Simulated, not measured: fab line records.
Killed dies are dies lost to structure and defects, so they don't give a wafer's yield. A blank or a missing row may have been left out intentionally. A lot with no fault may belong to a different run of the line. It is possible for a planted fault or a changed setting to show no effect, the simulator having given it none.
Matching of chambers    flow gf180mcu    GF_STI_ETCH_14 on rieSi-01 has 4 sister chambers
The step etches Si in HBr/Cl2/O2, target depth 360 nm, time 102.9 s. 8 wafers are shown with their chamber, then 9 later ones without.

== WAFERS, EACH WITH ITS CHAMBER ==
wafer   chamber  drypumpMotorCurrentA (A)  rfFwdPowerW (W)
L259.5  2        5.54                      596.4
L270.4  0        6.11                      597.0
L272.2  1        5.40                      595.3
L272.4  3        5.86                      596.5
L272.5  0        6.12                      593.2
L274.1  1        5.36                      595.8
L274.2  2        5.54                      598.7
L274.6  3        5.87                      599.3

== WAFERS WITHOUT THEIR CHAMBER ==
wafer   drypumpMotorCurrentA (A)  rfFwdPowerW (W)
L276.1  5.55                      596.4
L276.4  6.14                      597.8
L276.6  5.86                      595.2
L277.1  6.16                      595.6
L277.2  5.53                      597.7
L277.3  5.87                      593.9
L278.1  5.88                      597.5
L278.3  5.38                      596.1
L278.4  5.87                      598.4

== EACH ONE'S CHAMBER ==
wafer   from the rows above  in truth
L276.1  2                    2
L276.4  0                    0
L276.6  3                    3
L277.1  0                    0
L277.2  2                    2
L277.3  3                    3
L278.1  3                    3
L278.3  1                    1
L278.4  3                    3
9 of 9 placed correctly. Left unplaced by these rows: 0. Number placed wrongly: 0.
How it was worked out, from the rows above alone: a wafer's distance from a chamber is the root of the sum, over the readings, of the square of ((its reading less the chamber's mean) divided by the reading's scatter). If the next closest chamber is less than 2 further off than the closest, the wafer can't be placed; otherwise it belongs to the closest. Each chamber's mean is taken over the wafers shown for it. The scatter is the square root of a quotient: the sum, over the shown wafers, of each reading's squared deviation from its chamber's mean, divided by wafers minus chambers.
